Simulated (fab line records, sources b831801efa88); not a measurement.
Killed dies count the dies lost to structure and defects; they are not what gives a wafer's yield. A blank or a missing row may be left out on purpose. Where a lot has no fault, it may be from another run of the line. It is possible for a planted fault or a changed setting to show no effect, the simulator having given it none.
Matching of chambers | flow gf180mcu | GF_V4_CMP_04 on cmp-02 has 4 sister chambers
The step polishes SiO2. 4 wafers are shown with their chamber, then 7 later ones without.

WAFERS WITH THEIR CHAMBER
wafer  | chamber | motor_current_A (A)
L522.3 | 3       | 12.4
L522.4 | 0       | 14.3
L532.1 | 2       | 14.6
L532.4 | 1       | 14.4

WAFERS WITH NO CHAMBER GIVEN
wafer  | motor_current_A (A)
L532.6 | 13.6
L534.2 | 13.4
L534.4 | 13.9
L534.5 | 13.7
L536.1 | 12.7
L536.2 | 14.2
L536.5 | 12.5

WHICH CHAMBER EACH ONE RAN IN
wafer  | from the rows above               | in truth
L532.6 | can't be placed: 0 or 1 or 2 or 3 | 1
L534.2 | can't be placed: 0 or 1 or 3 or 2 | 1
L534.4 | can't be placed: 0 or 1 or 2      | 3
L534.5 | can't be placed: 0 or 1 or 2 or 3 | 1
L536.1 | 3                                 | 3
L536.2 | can't be placed: 0 or 1 or 2      | 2
L536.5 | 3                                 | 3
2 of 7 placed correctly. These rows do not allow placing 5 (true chamber among the candidates in 4). Placed wrongly: 0.
How it was worked out, from the rows above alone: a wafer's distance from a chamber is the root of the sum, over the readings, of the square of ((its reading less the chamber's mean) divided by the reading's scatter). If the next closest chamber is less than 2 further off than the closest, the wafer can't be placed; otherwise it belongs to the closest. A chamber's mean is the mean of its shown wafers. The scatter: root of mean squared gap, hidden wafer to nearest shown wafer, with one shown wafer a chamber.
